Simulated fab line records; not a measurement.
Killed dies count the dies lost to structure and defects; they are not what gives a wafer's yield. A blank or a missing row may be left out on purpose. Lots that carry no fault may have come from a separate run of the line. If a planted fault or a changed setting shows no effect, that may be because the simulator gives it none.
One fault through the eyes of 2 desks | flow gf180mcu | numbers are kept per desk, each desk with only its own; the story behind them comes last

## DESK OF THE TOOL OWNER: plasmaAsher-01
The tool's own readings at GF_HV_LDD_STRIP_49 (strips in O2/N2): means of the sampled wafers that have a number, for each lot that ran on this tool. The brackets show how far a lot's mean lies from the usual mean; more than 4 standard deviations puts the lot out of limits, marked OUT.
Columns: A = drypumpMotorCurrentA at GF_HV_LDD_STRIP_49, usual 5.8 A; B = heaterPowerW at GF_HV_LDD_STRIP_49, usual 328 W; C = n2FlowSccm at GF_HV_LDD_STRIP_49, usual 300.2 sccm; D = oesProductAu at GF_HV_LDD_STRIP_49, usual 0.716 a.u.; E = stripTimeToEndpointS at GF_HV_LDD_STRIP_49, usual 12.62 s
lot  | first seen here | A   | B   | C               | D     | E
L643 | day 12 18:34    | 6.3 | 351 | 300.3           | 0.716 | 12.65
L648 | day 14 12:52    | 6.2 | 328 | 301.4           | 0.716 | 12.64
L652 | day 16 01:30    | 6.1 | 324 | 320.4 (+25) OUT | 0.720 | 12.64
L654 | day 16 15:31    | 6.2 | 325 | 319.7 (+24) OUT | 0.723 | 12.57
L661 | day 19 06:58    | 6.2 | 339 | 300.6           | 0.717 | 12.60
L663 | day 19 10:58    | 6.1 | 327 | 299.5           | 0.719 | 12.59
L664 | day 19 20:25    | 6.1 | 323 | 300.0           | 0.717 | 12.63
This desk finds L652, L654 out of limits, L652 being first, at day 16 01:30 (n2FlowSccm at GF_HV_LDD_STRIP_49). L643, L648, L661, L663, L664 stayed within limits.

## FROM THE METROLOGY DESK
What the gauges read, lot by lot, whatever tool the lot ran on: means of the sampled wafers that have a number. The brackets show how far a lot's mean lies from the usual mean; more than 4 standard deviations puts the lot out of limits, marked OUT.
Columns: A = V1_OVL at GF_V1_OVL_MEAS_15, usual -2 nm
lot  | first seen here | A
L643 | day 18 13:32    | 1
L644 | day 19 06:29    | 1
L645 | day 19 17:29    | -4
L647 | day 20 09:17    | 1
L648 | day 20 14:49    | -4
L652 | day 22 07:02    | -0
L654 | day 22 20:50    | 5
L656 | day 23 13:46    | -2
L658 | day 24 18:13    | -2
L661 | day 25 23:05    | -5
L663 | day 25 23:26    | -5
L664 | day 26 00:01    | -9
L665 | day 26 18:29    | -3
Finding of this desk: none of the 13 lots has anything out of limits.

## PUT TOGETHER
The tool owner's desk had the chance to raise an alarm at day 16 01:30 on L652, L654.
Nothing out of limits was seen by the metrology desk.
The metrology desk holds a record of L652, L654, inside its limits.
Every lot named ran GF_HV_LDD_STRIP_49 on plasmaAsher-01.

## WHAT THE SIMULATOR PUT IN
plasmaAsher-01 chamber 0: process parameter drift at GF_HV_LDD_STRIP_49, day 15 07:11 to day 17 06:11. The setting n2FlowSccm was moved by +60, starting from 300. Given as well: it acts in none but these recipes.
Shown lots that were struck: L652, L654.
Time in hours from fault onset to the first out-of-limits reading at each desk: the tool owner's desk, 18.
